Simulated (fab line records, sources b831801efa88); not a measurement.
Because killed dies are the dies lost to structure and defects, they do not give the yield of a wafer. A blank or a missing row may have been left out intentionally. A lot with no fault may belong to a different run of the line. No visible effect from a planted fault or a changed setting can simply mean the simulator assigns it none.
Chamber matching	flow sky130	4 sister chambers for SKY_VIA4_CMP_21 on cmp-01
The step polishes, stops on SiO2, t overpolish 25 s, target thk 0 nm. 8 wafers are shown with their chamber, then 12 later ones without.

== WAFERS WITH THEIR CHAMBER ==
wafer	chamber	motor-current-A (A)	time-to-endpoint-s (s)
L091.3	3	9.3	126
L094.1	3	9.8	127
L094.3	2	9.4	125
L094.2	0	10.0	118
L094.5	2	9.6	123
L096.1	0	9.5	129
L096.2	1	10.9	135
L096.6	1	11.3	135

== WAFERS WITH NO CHAMBER GIVEN ==
wafer	motor-current-A (A)	time-to-endpoint-s (s)
L096.3	9.8	138
L096.4	9.7	134
L096.5	9.6	131
L095.1	11.0	132
L095.3	9.6	129
L095.6	9.5	126
L095.2	9.4	124
L095.4	9.5	120
L095.5	11.1	131
L097.1	10.2	135
L097.3	9.5	135
L097.5	9.5	132

== WHICH CHAMBER EACH ONE RAN IN ==
wafer	from the rows above	in truth
L096.3	can't be placed: 3 or 0 or 2 or 1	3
L096.4	can't be placed: 3 or 2 or 0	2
L096.5	can't be placed: 3 or 2 or 0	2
L095.1	1	1
L095.3	can't be placed: 3 or 2 or 0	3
L095.6	can't be placed: 3 or 2 or 0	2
L095.2	can't be placed: 2 or 3 or 0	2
L095.4	can't be placed: 2 or 0 or 3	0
L095.5	1	1
L097.1	can't be placed: 1 or 3 or 0 or 2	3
L097.3	can't be placed: 3 or 2 or 0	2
L097.5	can't be placed: 3 or 2 or 0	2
Placed correctly: 2 of 12. Not placeable from these rows: 10 (in 10, the candidates include the true chamber). Wrongly placed: 0.
How it was worked out, from the rows above alone: a wafer's distance from a chamber is the root of the sum, over the readings, of the square of ((its reading less the chamber's mean) divided by the reading's scatter). If the next closest chamber is less than 2 further off than the closest, the wafer can't be placed; otherwise it belongs to the closest. For every chamber, the mean is computed from those of its wafers that are shown. The scatter: take each reading less its chamber's mean, square it, sum over the shown wafers, divide by the number of wafers less the number of chambers, and take the root.
